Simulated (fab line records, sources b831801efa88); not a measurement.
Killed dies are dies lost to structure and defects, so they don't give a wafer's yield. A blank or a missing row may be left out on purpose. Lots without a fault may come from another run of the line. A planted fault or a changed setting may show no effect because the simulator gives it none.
Chamber matching | flow sky130 | SKY_CONTACT_CMP_04 on cmp-01: 4 sister chambers
The step polishes SiO2. 14 wafers are shown with their chamber, then 7 later ones without.

WAFERS WITH THEIR CHAMBER
wafer  | chamber | motor_current_A (A) | time_to_endpoint_s (s) | platen_rpm (rpm)
L511.2 | 2       | 10.6                | 77                     | 59.95
L511.3 | 0       | 10.3                | 72                     | 59.98
L511.5 | 1       | 12.2                | 79                     | 59.97
L512.4 | 1       | 12.2                | 83                     | 60.05
L512.5 | 1       | 12.0                | 78                     | 60.03
L512.6 | 0       | 10.3                | 77                     | 59.93
L513.1 | 1       | 11.6                | 83                     | 59.97
L513.2 | 3       | 10.5                | 80                     | 60.02
L513.6 | 2       | 10.3                | 78                     | 59.94
L514.2 | 2       | 10.8                | 80                     | 60.00
L514.3 | 3       | 10.7                | 85                     | 59.95
L514.4 | 0       | 10.4                | 82                     | 60.01
L521.1 | 2       | 10.5                | 84                     | 59.98
L521.2 | 1       | 12.2                | 86                     | 60.00

SIGNATURES (means of the wafers above)
reading            | chamber 0 | chamber 1 | chamber 2 | chamber 3 | scatter within a chamber
motor_current_A    | 10.333    | 12.040    | 10.550    | 10.600    | 0.207
time_to_endpoint_s | 77.00     | 81.80     | 79.75     | 82.50     | 3.66
platen_rpm         | 59.9733   | 60.0040   | 59.9675   | 59.9850   | 0.0362
Rule: a wafer's distance from a chamber is the root of the sum, over the readings, of the square of ((its reading less the chamber's mean) divided by the reading's scatter). The wafer belongs to the nearest chamber; if the next one is less than 2 further off, it can't be placed. The scatter: the root of (the sum of the squares of (reading less its chamber's mean) over the shown wafers, divided by (wafers less chambers)).

WAFERS WITHOUT THEIR CHAMBER
wafer  | motor_current_A (A) | time_to_endpoint_s (s) | platen_rpm (rpm)
L521.3 | 10.5                | 85                     | 59.95
L522.1 | 10.5                | 77                     | 60.09
L522.4 | 11.7                | 86                     | 60.00
L522.5 | 10.9                | 85                     | 59.98
L530.2 | 11.1                | 83                     | 59.99
L530.5 | 10.7                | 84                     | 60.04
L530.6 | 10.8                | 85                     | 60.06

WHICH CHAMBER EACH WENT THROUGH
wafer  | from the rows above          | in truth
L521.3 | can't be placed: 3 or 2 or 0 | 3
L522.1 | can't be placed: 3 or 0 or 2 | 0
L522.4 | 1                            | 1
L522.5 | can't be placed: 3 or 2 or 0 | 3
L530.2 | can't be placed: 3 or 2 or 0 | 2
L530.5 | can't be placed: 3 or 2 or 0 | 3
L530.6 | can't be placed: 3 or 2 or 0 | 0
Placed correctly: 1 of 7. Can't be placed from these rows: 6 (the true chamber is among the candidates in 6). Placed wrongly: 0.
